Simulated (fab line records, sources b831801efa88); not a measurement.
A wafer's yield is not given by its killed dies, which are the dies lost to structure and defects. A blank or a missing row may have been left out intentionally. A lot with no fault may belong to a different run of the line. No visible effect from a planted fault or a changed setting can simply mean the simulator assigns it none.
Matching of chambers ; flow sky130 ; rieSi-01 running SKY_FIELD_ISO_ETCH_17: 4 sister chambers
The step etches Si in HBr/Cl2/O2, target depth 342 nm, time 97.7 s. 14 wafers are shown with their chamber, then 7 later ones without.

== WAFERS WITH THEIR CHAMBER ==
wafer;chamber;drypumpMotorCurrentA (A);oesProductAu (a.u.);throttleValvePct (%)
L255.1;3;5.1;0.988;25.649
L255.3;0;5.4;0.975;25.680
L255.5;3;5.1;1.000;25.656
L256.2;0;5.5;0.976;25.671
L256.3;1;5.7;1.002;25.660
L256.5;0;5.5;0.980;25.674
L272.1;2;5.4;0.978;25.671
L272.2;0;5.4;0.975;25.670
L272.3;1;5.7;0.994;25.680
L274.1;3;5.1;1.007;25.653
L274.2;0;5.5;0.982;25.673
L274.5;3;5.1;1.008;25.643
L275.1;3;5.1;1.001;25.639
L275.3;0;5.5;0.979;25.678

SIGNATURES (averages over the wafers above)
reading;chamber 0;chamber 1;chamber 2;chamber 3;scatter within a chamber
drypumpMotorCurrentA;5.467;5.700;5.400;5.100;0.0365
oesProductAu;0.97783;0.99800;0.97800;1.00080;0.00574
throttleValvePct;25.67433;25.67000;25.67100;25.64800;0.00688
Rule: a wafer's distance from a chamber is the root of the sum, over the readings, of the square of ((its reading less the chamber's mean) divided by the reading's scatter). If the next closest chamber is less than 2 further off than the closest, the wafer can't be placed; otherwise it belongs to the closest. How the scatter is found: for the shown wafers, subtract from each reading the mean of its chamber, square and add these, divide the total by (wafers less chambers), then take the root.

== WAFERS WITHOUT THEIR CHAMBER ==
wafer;drypumpMotorCurrentA (A);oesProductAu (a.u.);throttleValvePct (%)
L275.5;5.7;0.985;25.660
L277.2;5.7;1.006;25.658
L277.3;5.5;0.989;25.675
L277.5;5.5;0.979;25.654
L278.4;5.4;0.981;25.673
L278.5;5.4;0.975;25.669
L278.6;5.7;0.992;25.657

== WHICH CHAMBER EACH ONE RAN IN ==
wafer;from the rows above;in truth
L275.5;1;1
L277.2;1;1
L277.3;can't be placed: 0 or 2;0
L277.5;can't be placed: 0 or 2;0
L278.4;can't be placed: 2 or 0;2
L278.5;can't be placed: 2 or 0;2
L278.6;1;1
3 of 7 placed correctly. Cannot be placed on the basis of these rows: 4; the candidates contain the true chamber in 4. Placed wrongly: 0.
